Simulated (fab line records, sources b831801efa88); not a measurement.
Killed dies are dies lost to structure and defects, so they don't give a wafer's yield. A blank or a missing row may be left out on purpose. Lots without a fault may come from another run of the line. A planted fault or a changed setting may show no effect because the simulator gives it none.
Which tool did it? | flow gf180mcu | 15 lots, 45 wafers sampled, at 5 steps of a route of 602

WHAT THE GAUGES READ, wafer by wafer
The record holds no reading of a measuring or inspecting step that can be judged against a usual standard deviation.

WHICH TOOL RAN EACH LOT (tool, then ch and the chambers of the sampled wafers, then the start)
lot  | GF_SALICIDE_SPUTTER_02       | GF_M1_SPUTTER_03             | GF_V2_ETCH_17                      | GF_V2_STRIP_18                       | GF_V3_ETCH_16
L189 | pvd_sputter-01, day 14 20:12 | pvd_sputter-03, day 15 20:50 | rie_diel-02 ch 1,2, day 20 00:00   | plasma_asher-03 ch 0,1, day 20 00:13 | rie_diel-03 ch 1,2,3, day 22 02:28
L190 | pvd_sputter-03, day 15 02:23 | pvd_sputter-03, day 16 02:43 | rie_diel-04 ch 1,2, day 20 04:00   | plasma_asher-03 ch 0,1, day 20 04:49 | rie_diel-02 ch 0,1, day 22 07:55
L191 | pvd_sputter-03, day 15 11:44 | pvd_sputter-03, day 16 12:07 | rie_diel-02 ch 0,3, day 20 14:00   | plasma_asher-04 ch 0,1, day 20 14:34 | rie_diel-03 ch 1,2,3, day 22 18:19
L193 | pvd_sputter-04, day 16 14:10 | pvd_sputter-01, day 17 15:30 | rie_diel-02 ch 0,2,3, day 21 19:00 | plasma_asher-04 ch 0,1, day 21 19:50 | rie_diel-02 ch 0,1,3, day 23 20:51
L195 | pvd_sputter-04, day 17 23:31 | pvd_sputter-03, day 19 01:22 | rie_diel-01 ch 0,3, day 23 05:00   | plasma_asher-03 ch 0,1, day 23 05:38 | rie_diel-03 ch 0,1,2, day 25 04:52
L196 | pvd_sputter-03, day 18 12:44 | pvd_sputter-02, day 19 15:10 | rie_diel-01 ch 0,3, day 23 18:00   | plasma_asher-01 ch 0,1, day 23 18:50 | rie_diel-04 ch 0,1,3, day 25 17:19
L198 | pvd_sputter-04, day 19 01:00 | pvd_sputter-01, day 20 03:55 | rie_diel-01 ch 0,1,2, day 24 09:00 | plasma_asher-01 ch 0,1, day 24 09:37 | rie_diel-03 ch 0,1, day 26 06:55
L199 | pvd_sputter-01, day 19 07:32 | pvd_sputter-01, day 20 10:38 | rie_diel-04 ch 0,2, day 24 12:00   | plasma_asher-04 ch 0,1, day 24 12:32 | -
L200 | pvd_sputter-04, day 19 11:06 | pvd_sputter-02, day 20 13:48 | rie_diel-02 ch 0,2,3, day 24 14:00 | plasma_asher-03 ch 0,1, day 24 14:58 | -
L201 | pvd_sputter-01, day 19 19:09 | pvd_sputter-03, day 20 22:02 | rie_diel-02 ch 0,1,3, day 24 22:00 | plasma_asher-04 ch 0,1, day 24 22:14 | -
L206 | pvd_sputter-01, day 21 05:48 | pvd_sputter-03, day 22 08:31 | rie_diel-04 ch 0,1,2, day 26 05:00 | plasma_asher-03 ch 0,1, day 26 06:05 | rie_diel-03 ch 1,3, day 28 00:58
L209 | pvd_sputter-04, day 22 11:30 | pvd_sputter-01, day 23 12:24 | rie_diel-01 ch 1,2, day 27 06:00   | plasma_asher-03 ch 1, day 27 06:26   | rie_diel-04 ch 1,3, day 28 23:25
L210 | pvd_sputter-04, day 22 13:21 | pvd_sputter-01, day 23 13:25 | rie_diel-04 ch 0,1,2, day 27 07:00 | plasma_asher-03 ch 1, day 27 07:08   | rie_diel-03 ch 0,2,3, day 29 01:43
L211 | pvd_sputter-04, day 22 22:20 | pvd_sputter-03, day 23 22:58 | rie_diel-04 ch 0,1,2, day 27 15:00 | plasma_asher-03 ch 0,1, day 27 15:11 | rie_diel-03 ch 0,1,2, day 29 08:03
L212 | pvd_sputter-04, day 23 06:09 | pvd_sputter-03, day 24 07:22 | rie_diel-02 ch 1,2,3, day 27 22:00 | plasma_asher-01 ch 0,1, day 27 22:56 | rie_diel-03 ch 0,1,2, day 29 14:43
- GF_SALICIDE_SPUTTER_02: material Co, target thk 10 nm, time 20 s.
- GF_M1_SPUTTER_03: material Ti, target thk 10 nm, time 6.7 s.
- GF_V2_ETCH_17: etches SiO2 in C4F8/O2/Ar, stops on TiN, target depth 630 nm.
- GF_V2_STRIP_18: strips in O2/N2.
- GF_V3_ETCH_16: etches BARC in N2/H2.

WHAT THE TOOLS THEMSELVES READ (means of the sampled wafers that have a number; where no wafer has one, the mark that the record gives instead)
GF_SALICIDE_SPUTTER_02. Usual: throttle_valve_pct 30.0 %, standard deviation 1.1.
lot  | tool           | throttle_valve_pct (%) | flag
L189 | pvd_sputter-01 | 30.1                   |
L190 | pvd_sputter-03 | 29.5                   |
L191 | pvd_sputter-03 | 29.8                   |
L193 | pvd_sputter-04 | 29.3                   |
L195 | pvd_sputter-04 | 29.8                   |
L196 | pvd_sputter-03 | 30.6                   |
L198 | pvd_sputter-04 | 30.0                   |
L199 | pvd_sputter-01 | 31.0                   |
L200 | pvd_sputter-04 | 29.0                   |
L201 | pvd_sputter-01 | 31.0                   |
L206 | pvd_sputter-01 | 30.5                   |
L209 | pvd_sputter-04 | 29.4                   |
L210 | pvd_sputter-04 | 29.3                   |
L211 | pvd_sputter-04 | 30.0                   |
L212 | pvd_sputter-04 | 28.8                   |

GF_M1_SPUTTER_03. Usual: throttle_valve_pct 30.3 %, standard deviation 1.1.
lot  | tool           | throttle_valve_pct (%) | flag
L189 | pvd_sputter-03 | 29.8                   |
L190 | pvd_sputter-03 | 29.9                   |
L191 | pvd_sputter-03 | 30.0                   |
L193 | pvd_sputter-01 | 30.8                   |
L195 | pvd_sputter-03 | 29.9                   |
L196 | pvd_sputter-02 | 29.6                   |
L198 | pvd_sputter-01 | 30.8                   |
L199 | pvd_sputter-01 | 30.4                   |
L200 | pvd_sputter-02 | 30.3                   |
L201 | pvd_sputter-03 | 29.1                   |
L206 | pvd_sputter-03 | 30.6                   |
L209 | pvd_sputter-01 | 30.1                   |
L210 | pvd_sputter-01 | 30.1                   |
L211 | pvd_sputter-03 | 29.4                   |
L212 | pvd_sputter-03 | 29.6                   |

GF_V2_ETCH_17. Usual: bias_w 1200 W, standard deviation 3.1; chamber_pressure_mTorr 40.00 mTorr, standard deviation 0.042; oes_product_au 0.857 a.u., standard deviation 0.0049.
lot  | tool        | bias_w (W) | chamber_pressure_mTorr (mTorr) | oes_product_au (a.u.) | flag
L189 | rie_diel-02 | 1202       | 40.00                          | 0.857                 |
L190 | rie_diel-04 | 1199       | 40.00                          | 0.856                 |
L191 | rie_diel-02 | 1203       | 40.02                          | 0.858                 |
L193 | rie_diel-02 | 1199       | 39.98                          | 0.858                 |
L195 | rie_diel-01 | 1204       | 40.02                          | 0.854                 |
L196 | rie_diel-01 | 1198       | 40.03                          | 0.858                 |
L198 | rie_diel-01 | 1200       | 39.99                          | 0.856                 |
L199 | rie_diel-04 | -          | -                              | -                     | OFF
L200 | rie_diel-02 | -          | -                              | -                     | OFF
L201 | rie_diel-02 | -          | -                              | -                     | OFF
L206 | rie_diel-04 | 1202       | 39.98                          | 0.861                 |
L209 | rie_diel-01 | 1200       | 40.01                          | 0.857                 |
L210 | rie_diel-04 | 1200       | 39.99                          | 0.854                 |
L211 | rie_diel-04 | 1196       | 40.05                          | 0.858                 |
L212 | rie_diel-02 | 1195       | 40.00                          | 0.861                 |

GF_V2_STRIP_18. Usual: drypump_motor_current_A 5.6 A, standard deviation 0.33; heater_power_w 324 W, standard deviation 23; oes_product_au 0.593 a.u., standard deviation 0.0048.
lot  | tool            | drypump_motor_current_A (A) | heater_power_w (W) | oes_product_au (a.u.) | flag
L189 | plasma_asher-03 | 5.9                         | 341                | 0.591                 |
L190 | plasma_asher-03 | 5.9                         | 333                | 0.595                 |
L191 | plasma_asher-04 | 5.2                         | 309                | 0.598                 |
L193 | plasma_asher-04 | 5.2                         | 301                | 0.591                 |
L195 | plasma_asher-03 | 5.8                         | 331                | 0.596                 |
L196 | plasma_asher-01 | 5.9                         | 336                | 0.597                 |
L198 | plasma_asher-01 | 5.8                         | 320                | 0.593                 |
L199 | plasma_asher-04 | 5.2                         | 308                | 0.672                 | OFF
L200 | plasma_asher-03 | 5.9                         | 344                | 0.669                 | OFF
L201 | plasma_asher-04 | 5.2                         | 304                | 0.667                 | OFF
L206 | plasma_asher-03 | 5.8                         | 328                | 0.594                 |
L209 | plasma_asher-03 | 5.8                         | 323                | 0.593                 |
L210 | plasma_asher-03 | 5.8                         | 322                | 0.589                 |
L211 | plasma_asher-03 | 5.9                         | 338                | 0.594                 |
L212 | plasma_asher-01 | 5.9                         | 341                | 0.594                 |

GF_V3_ETCH_16. Usual: bias_w 100.0 W, standard deviation 0.3; chamber_pressure_mTorr 29.999 mTorr, standard deviation 0.027; drypump_motor_current_A 5.7 A, standard deviation 0.46; oes_product_au 0.855 a.u., standard deviation 0.0047; throttle_valve_pct 13.226 %, standard deviation 0.0087.
lot  | tool        | bias_w (W) | chamber_pressure_mTorr (mTorr) | drypump_motor_current_A (A) | oes_product_au (a.u.) | throttle_valve_pct (%) | flag
L189 | rie_diel-03 | 99.9       | 30.016                         | 5.3                         | 0.852                 | 13.228                 |
L190 | rie_diel-02 | 100.0      | 29.997                         | 6.4                         | 0.859                 | 13.226                 |
L191 | rie_diel-03 | 100.2      | 30.003                         | 5.3                         | 0.850                 | 13.229                 |
L193 | rie_diel-02 | 100.1      | 29.976                         | 6.0                         | 0.859                 | 13.226                 |
L195 | rie_diel-03 | 99.7       | 29.980                         | 5.7                         | 0.860                 | 13.227                 |
L196 | rie_diel-04 | 100.0      | 29.958                         | 5.9                         | 0.853                 | 13.217                 |
L198 | rie_diel-03 | 100.5      | 29.994                         | 5.9                         | 0.855                 | 13.223                 |
L206 | rie_diel-03 | 100.4      | 30.023                         | 5.4                         | 0.862                 | 13.226                 |
L209 | rie_diel-04 | 100.3      | 30.006                         | 6.2                         | 0.857                 | 13.229                 |
L210 | rie_diel-03 | 100.1      | 29.992                         | 5.4                         | 0.856                 | 13.224                 |
L211 | rie_diel-03 | 100.1      | 30.004                         | 5.6                         | 0.860                 | 13.229                 |
L212 | rie_diel-03 | 99.9       | 29.981                         | 5.7                         | 0.857                 | 13.234                 |

THE ANSWER, worked out from the rows above alone
Rule: a lot is off if the mean of its wafers that have a number lies more than 3 standard deviations from the usual mean. A lot without any number at a reading at which 4 lots or more have one is off too. The other lots that the step has rows for count as sound. The gauges are gone through in route order, then the tools' own readings, and for those a lot's mean is taken as printed above. The first step at which some lot is off is used, and at that step the reading that is off furthest; a lot without a number counts as furthest.
Off: L199, L200, L201, at GF_V2_ETCH_17 (bias_w). Without a number there: L199, L200, L201.
A tool fits if, at that step or a process step before it, it ran every lot that is off, and no sound lot after the first of them. None of those tried fits.

WHAT THE SIMULATOR HAD PUT IN
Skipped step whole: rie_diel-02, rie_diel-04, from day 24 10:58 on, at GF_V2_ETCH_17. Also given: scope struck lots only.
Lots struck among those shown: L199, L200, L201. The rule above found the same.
